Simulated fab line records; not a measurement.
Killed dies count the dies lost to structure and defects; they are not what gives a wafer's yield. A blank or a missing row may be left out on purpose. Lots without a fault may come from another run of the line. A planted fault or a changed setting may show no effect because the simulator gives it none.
The tool behind it: which one? || flow gf180mcu || 36 wafers from 12 lots sampled at 7 of the route's 602 steps

== WHAT EACH GAUGE READ, for each wafer ==
GF_MVSD_OVL_MEAS_07. Usual: MVSD_OVL -0.3 nm, standard deviation 1.5.
{"lot": "L270", "measured": "day 4 17:28", "on": "overlay-02", "MVSD_OVL (nm)": "-0.6 -1.0 -0.8", "flag": ""}
{"lot": "L272", "measured": "day 5 04:02", "on": "overlay-01", "MVSD_OVL (nm)": "-1.0 -1.4 -0.9", "flag": ""}
{"lot": "L275", "measured": "day 5 19:48", "on": "overlay-02", "MVSD_OVL (nm)": "1.3 1.1 -1.1", "flag": ""}
{"lot": "L279", "measured": "day 6 18:34", "on": "overlay-01", "MVSD_OVL (nm)": "-1.7 -0.3 -0.8", "flag": ""}
{"lot": "L281", "measured": "day 7 06:58", "on": "overlay-01", "MVSD_OVL (nm)": "-0.7 -0.2 -1.3", "flag": ""}
{"lot": "L283", "measured": "day 7 19:30", "on": "overlay-02", "MVSD_OVL (nm)": "-0.3 -0.3 1.1", "flag": ""}
{"lot": "L284", "measured": "day 8 01:36", "on": "overlay-01", "MVSD_OVL (nm)": "-0.6 1.1 0.4", "flag": ""}
{"lot": "L287", "measured": "day 8 18:37", "on": "overlay-01", "MVSD_OVL (nm)": "-1.8 -3.3 0.0", "flag": ""}
{"lot": "L288", "measured": "day 9 00:40", "on": "overlay-02", "MVSD_OVL (nm)": "0.1 2.4 -0.7", "flag": ""}
{"lot": "L290", "measured": "day 9 11:16", "on": "overlay-01", "MVSD_OVL (nm)": "0.8 1.6 1.0", "flag": ""}
{"lot": "L291", "measured": "day 9 17:54", "on": "overlay-02", "MVSD_OVL (nm)": "-0.3 2.3 0.9", "flag": ""}
{"lot": "L292", "measured": "day 9 22:39", "on": "overlay-01", "MVSD_OVL (nm)": "-0.8 1.3 2.1", "flag": ""}

GF_VT_IMPLANT_RS_MEAS_46: measurement is done with a four-point probe. Usual: MVSD_RS 456.3 ohm/sq, standard deviation 1.1.
{"lot": "L270", "measured": "day 7 20:53", "on": "film_metro-02", "MVSD_RS (ohm/sq)": "457.3 456.2 456.1", "flag": ""}
{"lot": "L272", "measured": "day 8 09:34", "on": "film_metro-02", "MVSD_RS (ohm/sq)": "455.4 455.2 455.6", "flag": ""}
{"lot": "L275", "measured": "day 9 03:38", "on": "film_metro-03", "MVSD_RS (ohm/sq)": "456.4 456.6 455.3", "flag": ""}
{"lot": "L279", "measured": "day 10 06:15", "on": "film_metro-03", "MVSD_RS (ohm/sq)": "457.7 458.3 456.8", "flag": ""}
{"lot": "L281", "measured": "day 10 22:31", "on": "film_metro-03", "MVSD_RS (ohm/sq)": "457.1 455.9 456.3", "flag": ""}
{"lot": "L283", "measured": "day 11 10:11", "on": "film_metro-04", "MVSD_RS (ohm/sq)": "457.4 456.5 457.0", "flag": ""}
{"lot": "L284", "measured": "day 11 17:04", "on": "film_metro-03", "MVSD_RS (ohm/sq)": "454.8 455.2 455.9", "flag": ""}
{"lot": "L287", "measured": "day 12 14:21", "on": "film_metro-04", "MVSD_RS (ohm/sq)": "455.5 456.8 455.6", "flag": ""}
{"lot": "L288", "measured": "day 12 20:09", "on": "film_metro-03", "MVSD_RS (ohm/sq)": "456.8 455.3 455.1", "flag": ""}
{"lot": "L290", "measured": "day 13 08:23", "on": "film_metro-03", "MVSD_RS (ohm/sq)": "457.0 457.3 456.2", "flag": ""}
{"lot": "L291", "measured": "day 13 15:51", "on": "film_metro-04", "MVSD_RS (ohm/sq)": "456.7 456.5 456.3", "flag": ""}
{"lot": "L292", "measured": "day 13 23:25", "on": "film_metro-03", "MVSD_RS (ohm/sq)": "455.6 454.7 455.2", "flag": ""}

GF_HV_LDD_OVL_MEAS_08. Usual: HV_LDD_OVL 0.7 nm, standard deviation 1.4.
{"lot": "L270", "measured": "day 10 06:46", "on": "overlay-01", "HV_LDD_OVL (nm)": "0.3 -1.7 -0.7", "flag": ""}
{"lot": "L272", "measured": "day 10 20:47", "on": "overlay-02", "HV_LDD_OVL (nm)": "0.2 0.0 1.2", "flag": ""}
{"lot": "L275", "measured": "day 11 18:14", "on": "overlay-01", "HV_LDD_OVL (nm)": "2.6 4.2 2.3", "flag": ""}
{"lot": "L279", "measured": "day 12 20:49", "on": "overlay-02", "HV_LDD_OVL (nm)": "2.6 4.0 1.3", "flag": ""}
{"lot": "L281", "measured": "day 13 19:43", "on": "overlay-01", "HV_LDD_OVL (nm)": "-0.5 0.0 0.8", "flag": ""}
{"lot": "L283", "measured": "day 14 08:02", "on": "overlay-02", "HV_LDD_OVL (nm)": "0.9 1.1 0.9", "flag": ""}
{"lot": "L284", "measured": "day 14 15:53", "on": "overlay-01", "HV_LDD_OVL (nm)": "0.4 3.8 1.0", "flag": ""}
{"lot": "L287", "measured": "day 15 12:55", "on": "overlay-01", "HV_LDD_OVL (nm)": "-0.6 1.3 1.8", "flag": ""}
{"lot": "L288", "measured": "day 15 21:40", "on": "overlay-02", "HV_LDD_OVL (nm)": "1.6 0.6 0.4", "flag": ""}
{"lot": "L290", "measured": "day 16 08:01", "on": "overlay-01", "HV_LDD_OVL (nm)": "-0.9 0.2 -0.7", "flag": ""}
{"lot": "L291", "measured": "day 16 16:46", "on": "overlay-01", "HV_LDD_OVL (nm)": "0.8 3.9 2.4", "flag": ""}
{"lot": "L292", "measured": "day 17 03:02", "on": "overlay-01", "HV_LDD_OVL (nm)": "-0.6 -1.2 0.5", "flag": ""}

GF_NSD_TW_MEAS_12. Usual: NSD_TW 4205, standard deviation 43.
{"lot": "L270", "measured": "day 13 16:28", "on": "film_metro-02", "NSD_TW": "4169 4201 4213", "flag": ""}
{"lot": "L272", "measured": "day 14 06:31", "on": "film_metro-04", "NSD_TW": "4227 4230 4251", "flag": ""}
{"lot": "L275", "measured": "day 15 09:01", "on": "film_metro-02", "NSD_TW": "4245 4229 4240", "flag": ""}
{"lot": "L279", "measured": "day 16 14:04", "on": "film_metro-01", "NSD_TW": "4166 4173 4171", "flag": ""}
{"lot": "L281", "measured": "day 17 15:22", "on": "film_metro-01", "NSD_TW": "4469 4493 4469", "flag": "OFF"}
{"lot": "L283", "measured": "day 18 04:44", "on": "film_metro-02", "NSD_TW": "4567 4601 4557", "flag": "OFF"}
{"lot": "L284", "measured": "day 18 14:10", "on": "film_metro-01", "NSD_TW": "4145 4153 4171", "flag": ""}
{"lot": "L287", "measured": "day 19 14:39", "on": "film_metro-04", "NSD_TW": "4262 4242 4254", "flag": ""}
{"lot": "L288", "measured": "day 19 23:42", "on": "film_metro-01", "NSD_TW": "4198 4192 4173", "flag": ""}
{"lot": "L290", "measured": "day 20 11:35", "on": "film_metro-01", "NSD_TW": "4169 4145 4128", "flag": ""}
{"lot": "L291", "measured": "day 20 19:59", "on": "film_metro-04", "NSD_TW": "4232 4256 4243", "flag": ""}
{"lot": "L292", "measured": "day 21 07:18", "on": "film_metro-02", "NSD_TW": "4209 4201 4215", "flag": ""}

GF_PSD_RS_MEAS_14: measurement is done with a four-point probe. Usual: NSD_RS 46.12 ohm/sq, standard deviation 0.081.
{"lot": "L270", "measured": "day 14 14:13", "on": "film_metro-02", "NSD_RS (ohm/sq)": "46.20 46.16 46.11", "flag": ""}
{"lot": "L272", "measured": "day 15 04:46", "on": "film_metro-01", "NSD_RS (ohm/sq)": "46.25 46.14 46.03", "flag": ""}
{"lot": "L275", "measured": "day 16 08:13", "on": "film_metro-01", "NSD_RS (ohm/sq)": "46.24 46.20 46.18", "flag": ""}
{"lot": "L279", "measured": "day 17 13:08", "on": "film_metro-04", "NSD_RS (ohm/sq)": "46.13 46.18 46.03", "flag": ""}
{"lot": "L281", "measured": "day 18 15:09", "on": "film_metro-01", "NSD_RS (ohm/sq)": "40.87 40.77 40.71", "flag": "OFF"}
{"lot": "L283", "measured": "day 19 05:23", "on": "film_metro-02", "NSD_RS (ohm/sq)": "40.84 40.94 40.89", "flag": "OFF"}
{"lot": "L284", "measured": "day 19 15:01", "on": "film_metro-01", "NSD_RS (ohm/sq)": "46.12 46.05 46.08", "flag": ""}
{"lot": "L287", "measured": "day 20 14:46", "on": "film_metro-01", "NSD_RS (ohm/sq)": "46.18 46.19 46.00", "flag": ""}
{"lot": "L288", "measured": "day 21 00:00", "on": "film_metro-04", "NSD_RS (ohm/sq)": "46.12 46.12 46.24", "flag": ""}
{"lot": "L290", "measured": "day 21 12:14", "on": "film_metro-04", "NSD_RS (ohm/sq)": "46.18 46.10 46.10", "flag": ""}
{"lot": "L291", "measured": "day 21 19:54", "on": "film_metro-02", "NSD_RS (ohm/sq)": "46.04 46.14 46.16", "flag": ""}
{"lot": "L292", "measured": "day 22 06:49", "on": "film_metro-02", "NSD_RS (ohm/sq)": "46.16 46.24 46.26", "flag": ""}

== WHAT TOOL EACH LOT RAN ON (gives the tool, then ch and the chambers of the sampled wafers, and finally the start) ==
{"lot": "L270", "GF_NSD_IMPLANT_09": "implanter-04 ch 0, day 13 16:04", "GF_NSD_STRIP_11": "plasma_asher-01 ch 0,1, day 13 16:22"}
{"lot": "L272", "GF_NSD_IMPLANT_09": "implanter-04 ch 0, day 14 06:07", "GF_NSD_STRIP_11": "plasma_asher-03 ch 0,1, day 14 06:25"}
{"lot": "L275", "GF_NSD_IMPLANT_09": "implanter-01 ch 0, day 15 08:38", "GF_NSD_STRIP_11": "plasma_asher-01 ch 0,1, day 15 08:55"}
{"lot": "L279", "GF_NSD_IMPLANT_09": "implanter-03 ch 0, day 16 13:40", "GF_NSD_STRIP_11": "plasma_asher-01 ch 0,1, day 16 13:58"}
{"lot": "L281", "GF_NSD_IMPLANT_09": "implanter-03 ch 0, day 17 14:58", "GF_NSD_STRIP_11": "plasma_asher-01 ch 0,1, day 17 15:16"}
{"lot": "L283", "GF_NSD_IMPLANT_09": "implanter-03 ch 0, day 18 04:22", "GF_NSD_STRIP_11": "plasma_asher-04 ch 0,1, day 18 04:38"}
{"lot": "L284", "GF_NSD_IMPLANT_09": "implanter-01 ch 0, day 18 13:47", "GF_NSD_STRIP_11": "plasma_asher-04 ch 0,1, day 18 14:04"}
{"lot": "L287", "GF_NSD_IMPLANT_09": "implanter-04 ch 0, day 19 14:15", "GF_NSD_STRIP_11": "plasma_asher-01 ch 0,1, day 19 14:33"}
{"lot": "L288", "GF_NSD_IMPLANT_09": "implanter-01 ch 0, day 19 23:18", "GF_NSD_STRIP_11": "plasma_asher-01 ch 0,1, day 19 23:36"}
{"lot": "L290", "GF_NSD_IMPLANT_09": "implanter-04 ch 0, day 20 11:13", "GF_NSD_STRIP_11": "plasma_asher-01 ch 0,1, day 20 11:29"}
{"lot": "L291", "GF_NSD_IMPLANT_09": "implanter-03 ch 0, day 20 19:37", "GF_NSD_STRIP_11": "plasma_asher-01 ch 0,1, day 20 19:53"}
{"lot": "L292", "GF_NSD_IMPLANT_09": "implanter-04 ch 0, day 21 06:55", "GF_NSD_STRIP_11": "plasma_asher-01 ch 0,1, day 21 07:11"}
- GF_NSD_IMPLANT_09
- GF_NSD_STRIP_11: strips in O2/N2.

== WHAT THE TOOLS THEMSELVES READ (means of the sampled wafers that have a number; where no wafer has one, the mark that the record gives instead) ==
GF_NSD_IMPLANT_09. Usual: beam_energy_keV 59.993, standard deviation 0.019; dose_ions_cm2 4e+15, standard deviation 4.4e+12; faraday_current_uA 12193, standard deviation 760.
{"lot": "L270", "tool": "implanter-04", "beam_energy_keV": 59.990, "dose_ions_cm2": 4e+15, "faraday_current_uA": 11254, "flag": ""}
{"lot": "L272", "tool": "implanter-04", "beam_energy_keV": 59.998, "dose_ions_cm2": 4e+15, "faraday_current_uA": 11540, "flag": ""}
{"lot": "L275", "tool": "implanter-01", "beam_energy_keV": 59.999, "dose_ions_cm2": 4e+15, "faraday_current_uA": 13385, "flag": ""}
{"lot": "L279", "tool": "implanter-03", "beam_energy_keV": 59.989, "dose_ions_cm2": 4e+15, "faraday_current_uA": 12070, "flag": ""}
{"lot": "L281", "tool": "implanter-03", "beam_energy_keV": 81.998, "dose_ions_cm2": 4e+15, "faraday_current_uA": "-", "flag": "OFF"}
{"lot": "L283", "tool": "implanter-03", "beam_energy_keV": 81.990, "dose_ions_cm2": 4e+15, "faraday_current_uA": "-", "flag": "OFF"}
{"lot": "L284", "tool": "implanter-01", "beam_energy_keV": 59.993, "dose_ions_cm2": 4e+15, "faraday_current_uA": 13305, "flag": ""}
{"lot": "L287", "tool": "implanter-04", "beam_energy_keV": 59.984, "dose_ions_cm2": 4e+15, "faraday_current_uA": 11355, "flag": ""}
{"lot": "L288", "tool": "implanter-01", "beam_energy_keV": 59.971, "dose_ions_cm2": 4e+15, "faraday_current_uA": 13129, "flag": ""}
{"lot": "L290", "tool": "implanter-04", "beam_energy_keV": 59.999, "dose_ions_cm2": 4e+15, "faraday_current_uA": 11480, "flag": ""}
{"lot": "L291", "tool": "implanter-03", "beam_energy_keV": 59.967, "dose_ions_cm2": 4e+15, "faraday_current_uA": 12287, "flag": ""}
{"lot": "L292", "tool": "implanter-04", "beam_energy_keV": 60.012, "dose_ions_cm2": 4e+15, "faraday_current_uA": 11558, "flag": ""}

GF_NSD_STRIP_11. Usual: drypump_motor_current_A 5.9 A, standard deviation 0.3; heater_power_w 313 W, standard deviation 25; oes_product_au 0.486 a.u., standard deviation 0.0041; strip_time_to_endpoint_s 22.95 s, standard deviation 0.042.
{"lot": "L270", "tool": "plasma_asher-01", "drypump_motor_current_A (A)": 6.0, "heater_power_w (W)": 293, "oes_product_au (a.u.)": 0.490, "strip_time_to_endpoint_s (s)": 23.02, "flag": ""}
{"lot": "L272", "tool": "plasma_asher-03", "drypump_motor_current_A (A)": 5.9, "heater_power_w (W)": 320, "oes_product_au (a.u.)": 0.485, "strip_time_to_endpoint_s (s)": 22.94, "flag": ""}
{"lot": "L275", "tool": "plasma_asher-01", "drypump_motor_current_A (A)": 5.9, "heater_power_w (W)": 317, "oes_product_au (a.u.)": 0.484, "strip_time_to_endpoint_s (s)": 22.94, "flag": ""}
{"lot": "L279", "tool": "plasma_asher-01", "drypump_motor_current_A (A)": 5.9, "heater_power_w (W)": 302, "oes_product_au (a.u.)": 0.493, "strip_time_to_endpoint_s (s)": 22.92, "flag": ""}
{"lot": "L281", "tool": "plasma_asher-01", "drypump_motor_current_A (A)": 5.9, "heater_power_w (W)": 299, "oes_product_au (a.u.)": 0.455, "strip_time_to_endpoint_s (s)": 25.98, "flag": "OFF"}
{"lot": "L283", "tool": "plasma_asher-04", "drypump_motor_current_A (A)": 5.4, "heater_power_w (W)": 313, "oes_product_au (a.u.)": 0.455, "strip_time_to_endpoint_s (s)": 25.95, "flag": "OFF"}
{"lot": "L284", "tool": "plasma_asher-04", "drypump_motor_current_A (A)": 5.8, "heater_power_w (W)": 326, "oes_product_au (a.u.)": 0.488, "strip_time_to_endpoint_s (s)": 22.93, "flag": ""}
{"lot": "L287", "tool": "plasma_asher-01", "drypump_motor_current_A (A)": 5.9, "heater_power_w (W)": 325, "oes_product_au (a.u.)": 0.485, "strip_time_to_endpoint_s (s)": 22.94, "flag": ""}
{"lot": "L288", "tool": "plasma_asher-01", "drypump_motor_current_A (A)": 5.9, "heater_power_w (W)": 298, "oes_product_au (a.u.)": 0.487, "strip_time_to_endpoint_s (s)": 22.94, "flag": ""}
{"lot": "L290", "tool": "plasma_asher-01", "drypump_motor_current_A (A)": 5.9, "heater_power_w (W)": 300, "oes_product_au (a.u.)": 0.489, "strip_time_to_endpoint_s (s)": 23.02, "flag": ""}
{"lot": "L291", "tool": "plasma_asher-01", "drypump_motor_current_A (A)": 5.9, "heater_power_w (W)": 319, "oes_product_au (a.u.)": 0.485, "strip_time_to_endpoint_s (s)": 22.95, "flag": ""}
{"lot": "L292", "tool": "plasma_asher-01", "drypump_motor_current_A (A)": 5.9, "heater_power_w (W)": 297, "oes_product_au (a.u.)": 0.488, "strip_time_to_endpoint_s (s)": 23.00, "flag": ""}

== THE ANSWER, worked out from the rows above alone ==
Rule: lot off if the mean of its wafers having a number is beyond 3 standard deviations from the usual mean. A lot without any number at a reading at which 4 lots or more have one is off too. Where the step has rows for the other lots, those lots are counted as sound. After the gauges, taken in route order, come the tools' own readings; for these a lot's mean is taken, as printed above. The first step at which some lot is off is used, and at that step the reading that is off furthest; a lot without a number counts as furthest.
Off: L281, L283, at GF_NSD_TW_MEAS_12 (NSD_TW).
A tool fits if, at a process step before that reading, it ran every lot that is off, and no sound lot after the first of them. Not tried: the gauges at GF_NSD_TW_MEAS_12; whatever is off there is also off at GF_NSD_IMPLANT_09, on other tools, and gauge error can't account for it. Of those tried, none fits.

== WHAT THE SIMULATOR PUT IN ==
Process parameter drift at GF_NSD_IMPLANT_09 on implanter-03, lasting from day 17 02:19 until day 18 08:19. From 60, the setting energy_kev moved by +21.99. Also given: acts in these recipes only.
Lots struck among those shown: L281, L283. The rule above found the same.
